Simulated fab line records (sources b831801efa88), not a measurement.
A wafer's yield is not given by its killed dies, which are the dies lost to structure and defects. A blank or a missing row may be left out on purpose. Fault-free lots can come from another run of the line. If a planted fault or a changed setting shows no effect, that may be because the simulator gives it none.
fab line records	flow sky130
record lots=15	wafers=45	last_day=50
route steps=708 shown VIA2@519 VIA3@585 CAP2M@606
lots that met no fault: taken from a fault-free run of the same line
start_h: start of the lot's first displayed wafer, in hours after the record's first day	wait_h: hours elapsed since this lot's preceding step	" identical to the entry in the row above	L1.1+2: a row that stands for several wafers	- no value, or no start was given	* or withheld: withheld	< > ~ a bound
route shown NAME@n: NAME is a module with steps in the file, n the number in the route of the first one	usual: mean/standard deviation of fault-free wafers	same: alike in all rows	chamber/n: place in a boat	sites: readings site by site	_std_site: the values' standard deviation	_edge_site: mean of outer sites minus mean of inner sites	radius_mm: for every site, how far away it sits from the centre of the wafer	mask NAME#n: copy n	behind: tool/chamber where the wafer was last shaped	hold: the reason the lot was held/the length of the hold in hours/how it ended	device: the n, p or np transistor that did not switch	end of line: the same wafers' tests at the end of the route	a step without rows: its recipe alone	killed: not the wafer's yield, but the dies lost to structure and defects at the first sort	map: a wafer's dies, x killed, . not, _ none there
set.NAME: the run value of the setting; set.NAME@STEP: its run value at that earlier step	model.NAME: the simulator's own value behind a step, which no gauge read
one table for each step of the route and one row for each wafer, over a sample of lots
services: when a tool's chamber went out of use (start_h, in hours from the record's first day, below 0 if earlier), for how many hours, and the reason
## steps
# step SKY_VIA2_CD_MEAS_12
# recipe target_cd_nm=200
# usual cd_nm=200.4/1.2
lot.wafer	tool	chamber	start_h	wait_h	cd_nm
L938.1	cd_sem-01	-	845.58	-	200.9
L938.5	"	-	"	"	200.8
L938.6	"	-	"	"	202.0
L939.2	cd_sem-01	-	853.05	-	200.0
L939.3	"	-	"	"	200.0
L939.4	"	-	"	"	200.5
L940.3	cd_sem-02	-	864.45	-	199.7
L940.4	"	-	"	"	200.7
L940.6	"	-	"	"	200.3
L943.1	cd_sem-01	-	882.03	-	200.4
L943.3	"	-	"	"	200.7
L943.5	"	-	"	"	201.6
L941.1	cd_sem-01	-	882.98	-	199.5
L941.4	"	-	"	"	200.5
L941.6	"	-	"	"	200.1
L947.1	cd_sem-02	-	909.53	-	200.8
L947.5	"	-	"	"	200.1
L947.6	"	-	"	"	201.4
L949.1	cd_sem-02	-	929.19	-	200.9
L949.5	"	-	"	"	201.4
L949.6	"	-	"	"	200.7
L950.2	cd_sem-02	-	942.16	-	202.4
L950.3	"	-	"	"	201.9
L950.6	"	-	"	"	201.7
L951.2	cd_sem-01	-	942.88	-	200.1
L951.5	"	-	"	"	200.8
L951.6	"	-	"	"	200.8
L952.4	cd_sem-01	-	947.52	-	203.0
L952.5	"	-	"	"	200.9
L952.6	"	-	"	"	202.2
L953.1	cd_sem-01	-	954.03	-	201.3
L953.2	"	-	"	"	200.9
L953.3	"	-	"	"	200.8
L957.2	cd_sem-01	-	985.96	-	199.2
L957.4	"	-	"	"	199.8
L957.6	"	-	"	"	199.4
L958.2	cd_sem-01	-	987.43	-	199.8
L958.3	"	-	"	"	198.3
L958.5	"	-	"	"	199.7
L959.1	cd_sem-01	-	987.84	-	199.7
L959.3	"	-	"	"	199.7
L959.4	"	-	"	"	200.0
L960.1	cd_sem-01	-	995.33	-	200.7
L960.3	"	-	"	"	199.8
L960.5	"	-	"	"	199.3
# step SKY_VIA3_CD_MEAS_12
# recipe target_cd_nm=200
# usual cd_nm=200.3/1.6
lot.wafer	tool	chamber	start_h	wait_h	cd_nm
L938.1	cd_sem-02	-	926.64	-	201.8
L938.5	"	-	"	"	202.4
L938.6	"	-	"	"	201.5
L939.2	cd_sem-01	-	932.26	-	198.5
L939.3	"	-	"	"	197.8
L939.4	"	-	"	"	199.6
L940.3	cd_sem-01	-	943.78	-	199.8
L940.4	"	-	"	"	199.9
L940.6	"	-	"	"	201.3
L943.1	cd_sem-01	-	960.59	-	199.2
L943.3	"	-	"	"	197.3
L943.5	"	-	"	"	198.9
L941.1	cd_sem-01	-	961.71	-	200.4
L941.4	"	-	"	"	200.0
L941.6	"	-	"	"	201.5
L947.1	cd_sem-01	-	986.59	-	199.9
L947.5	"	-	"	"	198.9
L947.6	"	-	"	"	199.3
L949.1	cd_sem-01	-	1005.36	-	198.7
L949.5	"	-	"	"	199.0
L949.6	"	-	"	"	199.4
L950.2	cd_sem-02	-	1017.06	-	197.8
L950.3	"	-	"	"	199.4
L950.6	"	-	"	"	199.1
L951.2	cd_sem-02	-	1017.46	-	200.1
L951.5	"	-	"	"	200.1
L951.6	"	-	"	"	199.5
L952.4	cd_sem-02	-	1022.20	-	200.4
L952.5	"	-	"	"	201.7
L952.6	"	-	"	"	201.5
L953.1	cd_sem-01	-	1028.44	-	200.9
L953.2	"	-	"	"	201.8
L953.3	"	-	"	"	202.3
L957.2	cd_sem-02	-	1057.68	-	200.8
L957.4	"	-	"	"	201.1
L957.6	"	-	"	"	200.5
L959.1	cd_sem-02	-	1059.84	-	201.3
L959.3	"	-	"	"	199.7
L959.4	"	-	"	"	199.1
L958.2	cd_sem-02	-	1060.66	-	201.0
L958.3	"	-	"	"	199.5
L958.5	"	-	"	"	201.0
L960.1	cd_sem-01	-	1067.01	-	199.2
L960.3	"	-	"	"	198.5
L960.5	"	-	"	"	198.6
# step SKY_VIA3_ETCH_14
# recipe chemistry=N2/H2	target=BARC	ion_energy_ev=200	source_w=500	bias_w=100	pressure_mtorr=30	n2_flow_sccm=100	h2_flow_sccm=200	stop_on=SiO2	time_s=45.9	target_depth_a=600
# usual bias_w=100.0/0.3	chamber_pressure_mTorr=30.006/0.027	drypump_motor_current_A=5.9/0.53	h2_flow_sccm=200.0/0.61	oes_product_au=0.855/0.0044	throttle_valve_pct=13.225/0.0094
lot.wafer	tool	chamber	start_h	wait_h	bias_w	chamber_pressure_mTorr	drypump_motor_current_A	h2_flow_sccm	oes_product_au	rf_hours_counter_h	throttle_valve_pct
L938.1	rie_diel-03	1	926.80	0.0	99.8	30.060	6.1	200.1	0.852	11	13.217
L938.5	"	1	"	"	99.8	30.013	6.2	200.7	0.852	-	13.228
L938.6	"	0	"	"	100.7	29.939	5.2	200.3	0.847	-	13.210
L939.2	rie_diel-01	0	932.39	0.0	100.6	29.988	6.3	199.0	0.852	20	13.229
L939.3	"	1	"	"	99.6	30.033	5.5	199.8	0.864	22	13.203
L939.4	"	3	"	"	100.7	29.990	5.8	200.6	0.855	-	13.247
L940.3	rie_diel-04	0	943.90	0.0	100.1	30.039	5.7	199.7	0.853	7	13.223
L940.4	"	1	"	"	100.1	29.995	6.4	199.5	0.861	17	13.217
L940.6	"	0	"	"	100.2	29.992	5.7	200.6	0.857	-	13.228
L943.1	rie_diel-01	0	960.75	0.0	99.4	30.037	6.3	201.3	0.862	21	13.238
L943.3	"	2	"	"	100.3	30.019	5.9	199.1	0.861	18	13.237
L943.5	"	1	"	"	100.2	30.053	5.5	200.6	0.857	-	13.222
L941.1	rie_diel-04	0	961.86	0.0	100.7	29.995	5.7	200.1	0.861	8	13.217
L941.4	"	1	"	"	100.1	30.015	6.4	201.0	0.851	18	13.238
L941.6	"	3	"	"	100.5	30.016	4.8	199.8	0.859	-	13.219
L947.1	rie_diel-01	0	986.74	0.0	100.3	29.995	6.4	199.1	0.845	22	13.232
L947.5	"	1	"	"	100.8	29.971	5.5	199.3	0.851	-	13.231
L947.6	"	2	"	"	99.9	30.001	5.9	200.9	0.853	-	13.222
L949.1	rie_diel-04	2	1005.51	0.0	-	-	-	-	-	-	-
L949.5	"	2	"	"	-	-	-	-	-	-	-
L949.6	"	1	"	"	-	-	-	-	-	-	-
L950.2	rie_diel-04	0	1017.19	0.0	-	-	-	-	-	-	-
L950.3	"	1	"	"	-	-	-	-	-	-	-
L950.6	"	0	"	"	-	-	-	-	-	-	-
L951.2	rie_diel-01	2	1017.60	0.0	-	-	-	-	-	-	-
L951.5	"	3	"	"	-	-	-	-	-	-	-
L951.6	"	0	"	"	-	-	-	-	-	-	-
L952.4	rie_diel-04	2	1022.30	0.0	100.4	29.984	6.3	200.3	0.853	19	13.232
L952.5	"	2	"	"	100.0	30.006	6.3	199.3	0.860	-	13.212
L952.6	"	3	"	"	99.9	29.983	4.7	200.8	0.855	-	13.220
L953.1	rie_diel-04	3	1028.59	0.0	100.3	29.967	4.8	201.3	0.850	15	13.217
L953.2	"	2	"	"	100.0	29.999	6.3	200.1	0.853	19	13.224
L953.3	"	0	"	"	99.8	30.016	5.7	200.2	0.854	10	13.215
L957.2	rie_diel-04	1	1057.81	0.0	100.1	29.980	6.4	199.6	0.853	21	13.227
L957.4	"	2	"	"	100.0	29.979	6.3	199.7	0.849	20	13.213
L957.6	"	2	"	"	100.2	30.005	6.3	199.7	0.858	-	13.215
L959.1	rie_diel-03	1	1060.00	0.0	99.6	30.049	6.1	199.3	0.856	15	13.235
L959.3	"	3	"	"	100.1	30.003	5.9	200.0	0.852	13	13.226
L959.4	"	3	"	"	100.1	29.982	5.9	199.7	0.858	-	13.235
L958.2	rie_diel-04	2	1060.79	0.0	100.0	30.003	6.3	200.2	0.853	20	13.219
L958.3	"	0	"	"	100.4	30.020	5.7	199.3	0.857	11	13.216
L958.5	"	3	"	"	100.0	29.975	4.7	200.3	0.853	-	13.230
L960.1	rie_diel-04	1	1067.16	0.0	100.1	29.990	6.4	199.5	0.847	21	13.220
L960.3	"	0	"	"	100.5	29.982	5.7	200.6	0.851	12	13.216
L960.5	"	3	"	"	99.7	30.045	4.7	199.7	0.852	-	13.240
# step SKY_VIA3_ETCH_15
# recipe target=SiO2	chemistry=C4F8/O2/Ar	target_depth_nm=507	stop_on=TiN	mask_material=KrF-thick	source_w=1500	bias_w=1200	pressure_mtorr=40	c4f8_flow_sccm=withheld	O2_flow_sccm=6	Ar_flow_sccm=300	time_s=78
# usual bias_w=1200/3.8	chamber_pressure_mTorr=40.00/0.041	oes_product_au=0.945/0.0046
lot.wafer	tool	chamber	start_h	wait_h	bias_w	chamber_pressure_mTorr	oes_product_au	rf_hours_counter_h
L938.1	rie_diel-03	1	926.84	0.0	1195	40.04	0.946	11
L938.5	"	1	"	"	1196	40.06	0.945	-
L938.6	"	0	"	"	1202	40.01	0.953	-
L939.2	rie_diel-01	0	932.44	0.0	1200	39.98	0.939	20
L939.3	"	1	"	"	1198	40.00	0.945	22
L939.4	"	3	"	"	1202	40.05	0.940	-
L940.3	rie_diel-04	0	943.94	0.0	1202	40.08	0.941	7
L940.4	"	1	"	"	1196	39.99	0.954	17
L940.6	"	0	"	"	1200	40.00	0.950	-
L943.1	rie_diel-01	0	960.79	0.0	1202	39.95	0.946	21
L943.3	"	2	"	"	1197	40.02	0.943	18
L943.5	"	1	"	"	1204	39.93	0.936	-
L941.1	rie_diel-04	0	961.90	0.0	1201	40.04	0.950	8
L941.4	"	1	"	"	1199	40.01	0.943	18
L941.6	"	3	"	"	1203	40.08	0.944	-
L947.1	rie_diel-01	0	986.79	0.0	1204	39.96	0.949	22
L947.5	"	1	"	"	1196	40.02	0.951	-
L947.6	"	2	"	"	1198	40.03	0.943	-
L949.1	rie_diel-04	2	1005.55	0.0	1202	39.91	0.376	18
L949.5	"	2	"	"	1194	40.03	0.370	-
L949.6	"	1	"	"	1199	39.98	0.380	-
L950.2	rie_diel-04	0	1017.24	0.0	1200	39.97	0.376	10
L950.3	"	1	"	"	1194	40.00	0.374	20
L950.6	"	0	"	"	1199	40.01	0.373	-
L951.2	rie_diel-01	2	1017.64	0.0	1196	39.99	0.375	20
L951.5	"	3	"	"	1196	39.93	0.377	-
L951.6	"	0	"	"	1200	39.89	0.382	-
L952.4	rie_diel-04	2	1022.34	0.0	1200	39.99	0.944	19
L952.5	"	2	"	"	1199	40.05	0.941	-
L952.6	"	3	"	"	1205	39.95	0.944	-
L953.1	rie_diel-04	3	1028.64	0.0	1195	39.98	0.950	15
L953.2	"	2	"	"	1202	39.98	0.957	19
L953.3	"	0	"	"	1199	40.07	0.940	10
L957.2	rie_diel-04	1	1057.86	0.0	1207	39.99	0.949	21
L957.4	"	2	"	"	1199	40.02	0.944	20
L957.6	"	2	"	"	1202	40.06	0.943	-
L959.1	rie_diel-03	1	1060.04	0.0	1203	40.01	0.946	15
L959.3	"	3	"	"	1195	40.04	0.948	13
L959.4	"	3	"	"	1200	39.95	0.947	-
L958.2	rie_diel-04	2	1060.84	0.0	1201	39.98	0.947	20
L958.3	"	0	"	"	1198	40.04	0.952	12
L958.5	"	3	"	"	1203	40.02	0.944	-
L960.1	rie_diel-04	1	1067.21	0.0	1198	40.00	0.945	21
L960.3	"	0	"	"	1201	40.00	0.951	12
L960.5	"	3	"	"	1201	40.01	0.929	-
# step SKY_VIA3_STRIP_16
# recipe chemistry=O2/N2	power_w=1400	pressure_mtorr=1500	platen_temp_c=withheld	o2_flow_sccm=3000	n2_flow_sccm=300	overash_fraction=0.5
# usual drypump_motor_current_A=5.6/0.38	oes_product_au=0.402/0.0049	strip_time_to_endpoint_s=4.124/0.024
lot.wafer	tool	chamber	start_h	wait_h	drypump_motor_current_A	oes_product_au	rf_hours_counter_h	strip_time_to_endpoint_s
L938.1	plasma_asher-01	1	926.90	0.0	5.7	0.396	18	4.154
L938.5	"	0	"	"	5.9	0.398	-	4.138
L938.6	"	1	"	"	5.7	0.406	-	4.117
L939.2	plasma_asher-01	0	932.50	0.0	5.9	0.396	19	4.078
L939.3	"	0	"	"	5.9	0.404	-	4.130
L939.4	"	1	"	"	5.7	0.400	-	4.105
L940.3	plasma_asher-04	0	944.03	0.1	5.4	0.399	-	4.138
L940.4	"	1	"	"	5.3	0.400	-	4.135
L940.6	"	0	"	"	5.4	0.401	-	4.123
L943.1	plasma_asher-04	0	960.85	0.0	5.4	0.398	53	4.163
L943.3	"	0	"	"	5.4	0.399	-	4.113
L943.5	"	0	"	"	5.4	0.399	-	4.175
L941.1	plasma_asher-01	1	961.96	0.0	5.7	0.406	22	4.134
L941.4	"	1	"	"	5.7	0.412	-	4.127
L941.6	"	0	"	"	5.9	0.406	-	4.107
L947.1	plasma_asher-03	0	986.85	0.0	6.1	0.401	90	4.117
L947.5	"	0	"	"	6.1	0.402	-	4.135
L947.6	"	1	"	"	4.9	0.397	-	4.126
L949.1	plasma_asher-01	1	1005.61	0.0	5.7	0.423	26	4.550
L949.5	"	0	"	"	5.8	0.427	-	4.583
L949.6	"	1	"	"	5.7	0.431	-	4.547
L950.2	plasma_asher-03	1	1017.30	0.0	5.0	0.423	93	4.567
L950.3	"	1	"	"	4.9	0.418	-	4.571
L950.6	"	1	"	"	4.9	0.412	-	4.568
L951.2	plasma_asher-03	1	1017.70	0.0	4.9	0.432	93	4.589
L951.5	"	0	"	"	6.1	0.415	-	4.578
L951.6	"	1	"	"	5.0	0.420	-	4.567
L952.4	plasma_asher-01	1	1022.43	0.1	5.7	0.407	-	4.150
L952.5	"	0	"	"	5.8	0.396	-	4.126
L952.6	"	1	"	"	5.7	0.402	-	4.107
L953.1	plasma_asher-01	0	1028.70	0.0	5.9	0.398	28	4.130
L953.2	"	1	"	"	5.6	0.398	28	4.128
L953.3	"	0	"	"	5.9	0.403	-	4.138
L957.2	plasma_asher-03	1	1057.92	0.0	5.0	0.405	97	4.103
L957.4	"	1	"	"	4.9	0.413	-	4.141
L957.6	"	0	"	"	6.1	0.402	-	4.149
L959.1	plasma_asher-03	0	1060.10	0.0	6.1	0.395	97	4.149
L959.3	"	0	"	"	6.1	0.394	-	4.137
L959.4	"	1	"	"	5.0	0.407	-	4.154
L958.2	plasma_asher-03	1	1060.90	0.0	4.9	0.398	97	4.114
L958.3	"	1	"	"	5.0	0.410	-	4.141
L958.5	"	1	"	"	5.0	0.400	-	4.110
L960.1	plasma_asher-03	1	1067.27	0.0	5.0	0.402	98	4.109
L960.3	"	1	"	"	4.9	0.407	-	4.135
L960.5	"	1	"	"	4.9	0.403	-	4.103
# step SKY_CAP2M_RS_MEAS_03
# recipe thk_meas_gauge=four-point-probe	reads=TiN_of_CAP2M_SPUTTER_02
# usual CAP2M_TIN_RS=6.89/0.066
lot.wafer	tool	chamber	start_h	wait_h	CAP2M_TIN_RS[ohm/sq]
L938.1	film_metro-01	-	928.74	0.1	6.84
L938.5	"	-	"	"	6.82
L938.6	"	-	"	"	6.86
L939.2	film_metro-03	-	934.15	0.1	6.87
L939.3	"	-	"	"	6.83
L939.4	"	-	"	"	6.85
L940.3	film_metro-01	-	945.68	0.1	6.88
L940.4	"	-	"	"	6.79
L940.6	"	-	"	"	6.92
L943.1	film_metro-01	-	962.45	0.1	6.95
L943.3	"	-	"	"	6.88
L943.5	"	-	"	"	6.85
L941.1	film_metro-03	-	963.60	0.1	6.78
L941.4	"	-	"	"	6.82
L941.6	"	-	"	"	6.83
L947.1	film_metro-01	-	988.92	0.1	6.97
L947.5	"	-	"	"	6.95
L947.6	"	-	"	"	6.94
L952.4	film_metro-03	-	1024.61	0.1	6.81
L952.5	"	-	"	"	6.75
L952.6	"	-	"	"	6.89
L953.1	film_metro-01	-	1030.34	0.1	7.02
L953.2	"	-	"	"	7.03
L953.3	"	-	"	"	6.93
L957.2	film_metro-02	-	1059.58	0.1	6.86
L957.4	"	-	"	"	6.89
L957.6	"	-	"	"	6.85
L959.1	film_metro-03	-	1061.70	0.1	6.99
L959.3	"	-	"	"	6.92
L959.4	"	-	"	"	6.87
L958.2	film_metro-03	-	1062.56	0.1	6.95
L958.3	"	-	"	"	6.99
L958.5	"	-	"	"	6.97
L960.1	film_metro-02	-	1068.88	0.1	6.93
L960.3	"	-	"	"	6.84
L960.5	"	-	"	"	6.85
## services
tool	chamber	start_h	hours	kind
rie_diel-01	-	911.94	0.7	repair
rie_diel-01	2	917.34	16.8	repair
rie_diel-01	3	957.04	31.2	repair
plasma_asher-01	-	964.92	2.0	repair
rie_diel-03	1	970.18	14.6	repair
rie_diel-04	3	976.97	8.4	repair
rie_diel-03	-	1004.63	0.2	repair
rie_diel-01	3	1018.43	3.9	repair
plasma_asher-01	-	1018.81	2.8	pm
plasma_asher-03	-	1035.68	1.2	repair
rie_diel-03	2	1046.63	14.8	repair
rie_diel-03	0	1061.45	-	clean
rie_diel-03	0	1061.45	25.3	scheduled_down
rie_diel-03	0	1061.45	25.3	vent_cycle
rie_diel-01	3	1061.93	2.2	repair
rie_diel-01	2	1065.69	2.8	repair
## key
first_sign step=SKY_VIA3_ETCH_14	reading=tool_record	direction=missing
effect step=SKY_VIA3_ETCH_15	reading=oes_product_au	direction=down	sigmas=99+	usual=0.945	struck=0.376
effect step=SKY_VIA3_STRIP_16	reading=strip_time_to_endpoint_s	direction=up	sigmas=18	usual=*	struck=*
met_at SKY_VIA3_ETCH_14
struck_lots L949,L950,L951
later_rows_left_out L949.1,L949.5,L949.6,L950.2,L950.3,L950.6,L951.2,L951.5,L951.6
sort_left_out L949.1,L949.5,L949.6,L950.2,L950.3,L950.6,L951.2,L951.5,L951.6
not_acting_at SKY_VIA2_CD_MEAS_12,SKY_VIA3_CD_MEAS_12,SKY_CAP2M_RS_MEAS_03
onset_between 986.74 1005.51
fault kind=skipped_step_whole	tool=rie_diel-01,rie_diel-04	chamber=-	onset_h=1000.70	steps=SKY_VIA3_ETCH_14	scope=struck_lots_only
# sort_left_out: the simulated sort isn't trusted on such a fault, so these wafers' sort isn't shown, and their yield isn't known
# later_rows_left_out: the simulator's readings of these wafers behind a module that went badly wrong aren't trusted and aren't shown, but for the sort
